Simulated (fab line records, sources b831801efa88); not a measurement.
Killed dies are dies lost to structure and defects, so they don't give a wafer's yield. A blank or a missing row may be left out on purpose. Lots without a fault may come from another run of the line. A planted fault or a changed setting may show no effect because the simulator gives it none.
fab line records | flow sky130
record lots=12 wafers=36 last_day=50
route steps=708 shown FIELD_ISO@28 PWDE@51 VT_ADJUST_HVTP@93 VT_ADJUST_PCH@152 PAD_OPEN@708
lots that met no fault: from a run of the same line without faults
start_h: hours from the record's first day to the start of the lot's first wafer shown | wait_h: hours since the lot's step before | " the same as in the row above | L1.1+2: a row that stands for several wafers | - no value, or no start given | * or withheld: withheld | < > ~ a bound
route shown NAME@n: a module of which the file shows steps, and the number in the route of the first | usual: mean/standard deviation of fault-free wafers | same: alike in all rows | chamber/n: place in a boat | sites: the reading at each site | _std_site: their standard deviation | _edge_site: outer sites' mean less inner sites' | radius_mm: how far each site lies from the wafer's centre | mask NAME#n: copy n | behind: the tool/chamber that last shaped the wafer | hold: why the lot was held/for how many hours/how that ended | device: the transistor (n, p or np) that didn't switch | end of line: the same wafers' tests at the end of the route | a step without rows: its recipe alone | killed: dies lost to structure and defects at the first sort, not the wafer's yield | map: a wafer's dies, x killed, . not, _ none there
set.NAME: the setting as run; set.NAME@STEP: as run at that earlier step | model.NAME: the simulator's own value behind a step, which no gauge read
steps of the route over a sample of lots; a table a step, a row a wafer
services: from which hour (start_h, from the record's first day; less than 0 if before it) a tool's chamber was out of use, for how many hours, and why
## steps
# step SKY_FIELD_ISO_CMP_27
# recipe stop_on=Si3N4 t_overpolish_s=16 down_force_psi=4 platen_rpm=60 target_thk_nm=457.8 pad_velocity_m_s=0.94248
# usual motor_current_A=12.6/1.2 overpolish_run_s=16.002/0.0095 time_to_endpoint_s=113/4.2
# columns lot.wafer tool chamber start_h wait_h motor_current_A overpolish_run_s time_to_endpoint_s
L624.4 cmp-02 1 35.60 0.1 13.3 16.001 111
L624.2 " 2 " " 13.0 15.997 118
L624.5 " 0 " " 11.6 16.007 108
L625.1 cmp-02 1 39.42 0.0 12.8 16.012 112
L625.4 " 2 " " 12.7 15.980 115
L625.2 " 0 " " 10.9 15.979 110
L626.2 cmp-01 1 47.87 0.0 12.5 16.010 113
L626.1 " 2 " " 15.2 16.002 117
L626.5 " 2 " " 14.6 15.999 113
L627.1 cmp-02 2 47.92 0.1 12.4 15.997 106
L627.4 " 3 " " 12.0 15.999 107
L627.3 " 0 " " 10.9 16.003 104
L628.3 cmp-01 2 55.80 0.0 15.3 15.999 108
L628.1 " 3 " " 13.7 15.990 106
L628.6 " 3 " " 13.2 16.011 103
L629.3 cmp-02 0 58.86 0.1 11.0 15.996 114
L629.1 " 1 " " 13.7 15.991 115
L629.6 " 0 " " 10.9 16.013 113
L630.1 cmp-02 1 64.55 0.0 13.5 16.006 109
L630.3 " 0 " " 10.5 16.014 110
L630.5 " 2 " " 12.1 16.009 116
L631.1 cmp-02 0 69.60 0.1 11.0 15.986 105
L631.6 " 2 " " 12.4 15.991 112
L631.5 " 3 " " 12.2 16.008 112
L632.1 cmp-01 2 75.78 0.0 15.3 16.000 114
L632.4 " 0 " " 11.6 16.006 115
L632.6 " 2 " " 14.5 15.994 116
L637.2 cmp-01 2 103.29 0.1 14.5 16.001 113
L637.4 " 3 " " 13.1 16.009 113
L637.5 " 0 " " 11.7 16.005 117
L638.1 cmp-02 0 108.06 0.1 10.6 16.007 113
L638.2 " 1 " " 13.7 16.003 116
L638.4 " 2 " " 13.4 15.998 118
L646.2 cmp-01 1 146.12 0.1 12.2 15.971 104
L646.4 " 3 " " 13.9 16.006 109
L646.6 " 1 " " 12.3 15.999 106
# step SKY_PWDE_DEVELOP_06
# recipe wall_angle_deg=90 developer=TMAH develop_time_s=60 dev_temp_c=23
# usual developer_temp_C=23.03/0.11
# columns lot.wafer tool chamber start_h wait_h developer_temp_C
L624.2 litho_track-02 0 68 - 23.04
L624.4 " 0 " " 22.90
L624.5 " 0 " " 23.03
L625.1 litho_track-02 0 73 - 23.01
L625.2 " 0 " " 23.16
L625.4 " 0 74 - 23.17
L626.1 litho_track-04 0 83 - 22.99
L626.2 " 0 " " 22.95
L626.5 " 0 " " 22.95
L627.1 litho_track-04 0 83 - 22.91
L627.3 " 0 " " 23.01
L627.4 " 0 " " 23.06
L628.1 litho_track-04 0 92 - 23.04
L628.3 " 0 " " 23.14
L628.6 " 0 " " 23.15
L629.1 litho_track-03 0 95 - 23.05
L629.3 " 0 " " 23.07
L629.6 " 0 " " 23.14
L630.1 litho_track-04 0 100 - 23.27
L630.3 " 0 " " 23.18
L630.5 " 0 " " 23.27
L631.1 litho_track-02 0 107 - 23.03
L631.5 " 0 " " 22.99
L631.6 " 0 " " 22.80
L632.1 litho_track-03 0 113 - 23.06
L632.4 " 0 " " 23.05
L632.6 " 0 " " 23.00
L637.2 litho_track-03 0 143 - 23.82
L637.4 " 0 " " 23.89
L637.5 " 0 " " 24.09
L638.1 litho_track-03 0 148 - 23.89
L638.2 " 0 " " 23.89
L638.4 " 0 " " 23.82
L646.2 litho_track-02 0 191 - 23.01
L646.4 " 0 " " 22.83
L646.6 " 0 192 - 22.95
# step SKY_VT_ADJUST_HVTP_OVL_MEAS_08
# usual VT_ADJUST_HVTP_OVL=-0.7/1.7
# columns lot.wafer tool chamber start_h wait_h VT_ADJUST_HVTP_OVL[nm]
L624.2 overlay-01 - 123.46 0.1 0.6
L624.4 " - " " 3.6
L624.5 " - " " 2.0
L625.1 overlay-02 - 128.50 0.1 -2.5
L625.2 " - " " -2.2
L625.4 " - " " -2.3
L626.1 overlay-02 - 138.95 0.1 1.1
L626.2 " - " " 2.3
L626.5 " - " " 1.0
L627.1 overlay-02 - 139.91 0.1 -1.3
L627.3 " - " " -1.6
L627.4 " - " " -1.9
L628.1 overlay-01 - 149.66 0.1 -2.3
L628.3 " - " " -2.1
L628.6 " - " " -1.1
L629.1 overlay-02 - 152.76 0.1 0.4
L629.3 " - " " -1.2
L629.6 " - " " 2.1
L630.1 overlay-02 - 159.01 0.1 -0.1
L630.3 " - " " 0.8
L630.5 " - " " 0.1
L631.1 overlay-02 - 166.36 0.1 1.4
L631.5 " - " " 2.1
L631.6 " - " " 1.8
L632.1 overlay-01 - 173.26 0.1 -2.8
L632.4 " - " " -2.1
L632.6 " - " " -3.4
L637.2 overlay-02 - 208.16 0.1 -1.0
L637.4 " - " " -2.0
L637.5 " - " " -0.9
L638.1 overlay-02 - 211.96 0.1 0.6
L638.2 " - " " -2.1
L638.4 " - " " -0.5
L646.2 overlay-02 - 259.57 0.1 2.7
L646.4 " - " " 1.8
L646.6 " - " " 0.5
# step SKY_VT_ADJUST_PCH_STRIP_09
# recipe chemistry=O2/N2 power_w=1400 pressure_mtorr=1500 platen_temp_c=withheld o2_flow_sccm=3000 n2_flow_sccm=300 overash_fraction=0.5
# usual drypump_motor_current_A=5.7/0.55 n2_flow_sccm=300.0/0.89 oes_product_au=0.722/0.0042 strip_time_to_endpoint_s=36.94/0.091
# columns lot.wafer tool chamber start_h wait_h drypump_motor_current_A n2_flow_sccm oes_product_au rf_hours_counter_h strip_time_to_endpoint_s
L624.2 plasma_asher-02 0 227.72 0.1 6.6 298.2 0.726 55 36.95
L624.4 " 1 " " 6.1 300.4 0.721 - 36.81
L624.5 " 1 " " 6.1 300.6 0.718 - 36.79
L625.1 plasma_asher-04 0 233.97 0.1 4.7 299.2 0.723 42 37.15
L625.2 " 1 " " 5.3 301.3 0.726 42 37.09
L625.4 " 1 " " 5.3 298.1 0.726 - 36.98
L626.1 plasma_asher-02 1 249.02 0.1 6.1 299.1 0.723 57 36.83
L626.2 " 0 " " 6.6 300.7 0.725 57 36.83
L626.5 " 1 " " 6.1 299.5 0.719 - 36.75
L627.1 plasma_asher-04 1 249.17 0.1 5.3 299.6 0.719 43 36.90
L627.3 " 0 " " 4.7 299.7 0.723 - 37.03
L627.4 " 1 " " 5.4 300.2 0.720 - 37.02
L628.1 plasma_asher-03 0 259.02 0.1 5.6 300.1 0.717 14 36.93
L628.3 " 0 " " 5.6 300.8 0.724 - 37.00
L628.6 " 0 " " 5.6 300.6 0.719 - 36.95
L629.1 plasma_asher-02 1 262.62 0.1 6.1 300.4 0.717 58 36.98
L629.3 " 0 " " 6.6 299.0 0.723 - 36.85
L629.6 " 0 " " 6.6 299.9 0.720 - 36.89
L630.1 plasma_asher-03 1 274.76 0.1 5.5 300.6 0.733 15 36.85
L630.3 " 1 " " 5.5 299.5 0.724 - 36.91
L630.5 " 1 " " 5.5 301.3 0.713 - 36.82
L631.1 plasma_asher-02 0 280.28 0.1 6.6 296.8 0.723 60 36.72
L631.5 " 0 " " 6.6 299.1 0.726 - 36.83
L631.6 " 1 " " 6.1 300.2 0.719 - 36.80
L632.1 plasma_asher-04 0 289.12 0.1 4.7 300.2 0.723 47 37.00
L632.4 " 0 " " 4.7 299.1 0.728 - 36.95
L632.6 " 0 " " 4.7 300.2 0.721 - 37.11
L637.2 plasma_asher-02 0 331.53 0.1 6.6 301.8 0.723 65 36.91
L637.4 " 1 " " 6.1 298.8 0.722 - 36.93
L637.5 " 1 " " 6.0 300.1 0.723 - 36.92
L638.1 plasma_asher-03 0 334.78 0.1 5.6 300.6 0.722 21 36.97
L638.2 " 1 " " 5.5 300.6 0.721 21 37.04
L638.4 " 0 " " 5.6 301.6 0.735 - 37.00
L646.2 plasma_asher-04 1 393.47 0.1 5.4 299.3 0.724 57 36.94
L646.4 " 0 " " 4.7 300.0 0.723 - 36.99
L646.6 " 1 " " 5.4 300.1 0.723 - 36.93
# step SKY_PAD_OPEN_PROBE_99
# usual killed_at_M0_to_M3=42/7.6 killed_at_M4_up=2.9/1.7 killed_at_contacts=24/5.1 killed_at_front_end=15/4 killed_at_other=0.2/0.38 killed_dies=84/9.9 killed_open=46/7.2 killed_short=38/6.6
# same gross_dies=492 killed_at_back_side=0
# columns lot.wafer tool chamber start_h wait_h killed_at_M0_to_M3 killed_at_M4_up killed_at_contacts killed_at_front_end killed_at_other killed_dies killed_open killed_short
L628.1 prober-02 - 1101.99 0.1 37 5 30 13 0 85 47 38
L628.3 prober-02 - 1102.09 0.2 30 2 32 17 0 81 47 34
L628.6 prober-02 - 1102.24 0.2 32 0 24 23 1 80 41 39
L629.1 prober-01 - 1106.79 0.1 48 3 19 11 0 81 46 35
L629.3 prober-01 - 1106.89 0.2 47 5 15 21 0 88 40 48
L629.6 prober-01 - 1107.04 0.2 36 2 27 12 0 77 40 37
L630.1 prober-02 - 1116.34 0.1 25 3 33 10 0 71 40 31
L630.3 prober-02 - 1116.44 0.2 37 2 32 19 0 90 49 41
L630.5 prober-02 - 1116.54 0.2 46 1 30 18 0 95 53 42
L631.1 prober-01 - 1120.30 0.1 41 2 24 13 2 82 47 35
L631.5 prober-01 - 1120.50 0.2 53 1 30 17 0 101 63 38
L631.6 prober-01 - 1120.55 0.2 42 4 25 15 0 86 46 40
L637.2 prober-01 - 1156.75 0.1 34 1 25 14 1 75 40 35
L637.4 prober-01 - 1156.85 0.2 43 5 29 16 0 93 52 41
L637.5 prober-01 - 1156.90 0.2 34 2 27 15 0 78 40 38
L638.1 prober-02 - 1158.45 0.1 21 4 34 8 0 67 41 26
L638.2 prober-02 - 1158.50 0.1 40 2 17 13 1 73 37 36
L638.4 prober-02 - 1158.60 0.2 44 2 31 8 0 85 44 41
# killed by level:class
L628.1 LI_CONTACT:geometric_particle:open=12 CONTACT:geometric_particle:open=8 VIA1:geometric_particle:short=7 VIA2:geometric_particle:open=6 VIA1:geometric_particle:open=5 VIA3:geometric_particle:open=5 FIELD_ISO:geometric_particle:open=4 POLY_GATE:geometric_particle:short=4
L628.3 CONTACT:geometric_particle:open=20 METAL2:geometric_particle:short=7 LI_CONTACT:geometric_particle:open=5 FIELD_ISO:geometric_particle:open=4 FIELD_ISO:geometric_particle:short=4 POLY_GATE:geometric_particle:short=4 CONTACT:geometric_particle:short=4 VIA1:geometric_particle:open=4
L628.6 CONTACT:geometric_particle:open=8 VIA3:geometric_particle:open=7 FIELD_ISO:geometric_particle:short=6 POLY_GATE:geometric_particle:short=5 POLY_GATE:geometric_particle:open=5 LI_CONTACT:geometric_particle:short=5 FIELD_ISO:geometric_particle:open=4 CONTACT:geometric_particle:short=4
L629.1 VIA1:geometric_particle:short=9 VIA2:geometric_particle:open=8 LI_CONTACT:geometric_particle:open=8 VIA1:geometric_particle:open=8 VIA3:geometric_particle:open=7 METAL1:geometric_particle:short=6 CONTACT:geometric_particle:open=5 CONTACT:geometric_particle:short=5
L629.3 FIELD_ISO:geometric_particle:short=8 VIA3:geometric_particle:short=8 METAL1:geometric_particle:short=7 LI_CONTACT:geometric_particle:open=6 VIA1:geometric_particle:open=6 VIA2:geometric_particle:open=6 METAL2:geometric_particle:short=5 METAL4:geometric_particle:short=5
L629.6 CONTACT:geometric_particle:open=8 LI_CONTACT:geometric_particle:open=7 VIA1:geometric_particle:open=7 VIA1:geometric_particle:short=6 VIA2:geometric_particle:open=6 CONTACT:geometric_particle:short=5 VIA3:geometric_particle:open=5 POLY_GATE:geometric_particle:short=4
L630.1 LI_CONTACT:geometric_particle:open=12 CONTACT:geometric_particle:open=9 VIA2:geometric_particle:open=6 FIELD_ISO:geometric_particle:short=5 VIA3:geometric_particle:open=5 POLY_GATE:geometric_particle:short=4 LI_CONTACT:geometric_particle:short=3 LOCAL_INTERCONNECT:geometric_particle:short=3
L630.3 LI_CONTACT:geometric_particle:open=11 FIELD_ISO:geometric_particle:short=9 VIA1:geometric_particle:open=9 CONTACT:geometric_particle:open=7 CONTACT:geometric_particle:short=6 METAL2:geometric_particle:short=5 VIA3:geometric_particle:open=5 LOCAL_INTERCONNECT:geometric_particle:short=4
L630.5 VIA1:geometric_particle:open=14 CONTACT:geometric_particle:open=11 POLY_GATE:geometric_particle:open=8 LI_CONTACT:geometric_particle:open=8 METAL2:geometric_particle:short=8 METAL1:geometric_particle:short=7 CONTACT:geometric_particle:short=6 VIA3:geometric_particle:open=5
L631.1 VIA1:geometric_particle:open=13 LI_CONTACT:geometric_particle:open=8 CONTACT:geometric_particle:open=8 VIA2:geometric_particle:open=6 LOCAL_INTERCONNECT:geometric_particle:short=5 METAL2:geometric_particle:short=5 FIELD_ISO:geometric_particle:short=4 METAL1:geometric_particle:short=4
L631.5 CONTACT:geometric_particle:open=14 VIA1:geometric_particle:open=13 VIA2:geometric_particle:open=9 METAL2:geometric_particle:short=9 LI_CONTACT:geometric_particle:open=6 POLY_GATE:geometric_particle:open=5 METAL1:geometric_particle:open=5 FIELD_ISO:geometric_particle:open=4
L631.6 VIA1:geometric_particle:open=12 CONTACT:geometric_particle:open=7 LOCAL_INTERCONNECT:geometric_particle:short=6 VIA1:geometric_particle:short=6 LI_CONTACT:geometric_particle:open=5 POLY_GATE:geometric_particle:short=4 LI_CONTACT:geometric_particle:short=4 METAL4:geometric_particle:short=4
L637.2 CONTACT:geometric_particle:open=8 FIELD_ISO:geometric_particle:short=6 LI_CONTACT:geometric_particle:open=6 VIA1:geometric_particle:open=6 METAL1:geometric_particle:short=5 FIELD_ISO:geometric_particle:open=4 LOCAL_INTERCONNECT:geometric_particle:open=4 VIA2:geometric_particle:open=4
L637.4 CONTACT:geometric_particle:open=12 VIA2:geometric_particle:open=10 VIA1:geometric_particle:open=8 LI_CONTACT:geometric_particle:open=6 FIELD_ISO:geometric_particle:short=5 CONTACT:geometric_particle:short=5 LI_CONTACT:geometric_particle:short=5 METAL4:geometric_particle:short=4
L637.5 CONTACT:geometric_particle:short=10 VIA2:geometric_particle:open=9 CONTACT:geometric_particle:open=6 VIA1:geometric_particle:open=6 FIELD_ISO:geometric_particle:short=5 LI_CONTACT:geometric_particle:open=5 LI_CONTACT:geometric_particle:short=5 METAL1:geometric_particle:short=5
L638.1 CONTACT:geometric_particle:open=13 LI_CONTACT:geometric_particle:open=10 CONTACT:geometric_particle:short=6 VIA2:geometric_particle:open=4 FIELD_ISO:geometric_particle:open=3 METAL1:geometric_particle:short=3 METAL2:geometric_particle:short=3 VIA3:geometric_particle:short=3
L638.2 VIA2:geometric_particle:open=8 CONTACT:geometric_particle:short=7 METAL1:geometric_particle:short=6 VIA1:geometric_particle:open=6 CONTACT:geometric_particle:open=5 POLY_GATE:geometric_particle:open=4 VIA3:geometric_particle:short=4 VIA1:geometric_particle:short=3
L638.4 VIA2:geometric_particle:open=11 CONTACT:geometric_particle:open=11 LI_CONTACT:geometric_particle:open=7 LOCAL_INTERCONNECT:geometric_particle:short=7 METAL1:geometric_particle:short=7 VIA1:geometric_particle:short=4 VIA3:geometric_particle:open=4 METAL2:geometric_particle:short=4
## services
# columns tool chamber start_h hours kind
plasma_asher-02 - 22.47 1.1 repair
plasma_asher-04 - 37.33 2.8 pm
cmp-01 - 64.00 4.0 pm
cmp-01 - 68.00 - consumable_replace:conditioner
cmp-01 - 77.59 5.9 pm
cmp-02 - 84.54 1.4 repair
cmp-02 - 90.87 6.3 pm
plasma_asher-03 - 92.59 10.3 repair
plasma_asher-03 - 108.75 9.0 pm
cmp-02 - 121.17 0.9 repair
cmp-01 - 202.37 1.8 repair
plasma_asher-02 - 213.26 2.0 repair
cmp-02 - 232.00 4.0 pm
cmp-02 - 236.00 - consumable_replace:conditioner
cmp-02 - 236.00 - consumable_replace:pad
cmp-01 - 254.34 7.0 pm
cmp-01 - 265.77 0.6 repair
cmp-02 - 284.80 2.6 repair
cmp-01 - 302.08 2.5 repair
cmp-02 - 341.44 5.5 pm
cmp-02 - 351.35 6.4 repair
cmp-01 - 365.53 1.6 repair
cmp-01 - 373.99 1.3 repair
plasma_asher-04 - 385.03 4.6 repair
## key
first_sign step=SKY_PWDE_DEVELOP_06 reading=developer_temp_C direction=up sigmas=8.2 usual=* struck=*
effect none on later readings
met_at SKY_PWDE_DEVELOP_06
struck_lots L637,L638
tester_left_out L637,L638
not_acting_at SKY_FIELD_ISO_CMP_27,SKY_VT_ADJUST_HVTP_OVL_MEAS_08,SKY_VT_ADJUST_PCH_STRIP_09
onset_between 113 143
fault kind=process_parameter_drift tool=litho_track-03 chamber=- onset_h=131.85 steps=SKY_PWDE_DEVELOP_06 channel=dev_temp_c offset=* shape=step end_h=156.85 acts_in=* stated=*
# tester_left_out: of these lots the tester's yield and bins aren't shown, on N5 and GAA mostly nor the transistor test; their killed dies are dies lost to structure and defects alone, not to doping, threshold or leakage, so they don't give the yield
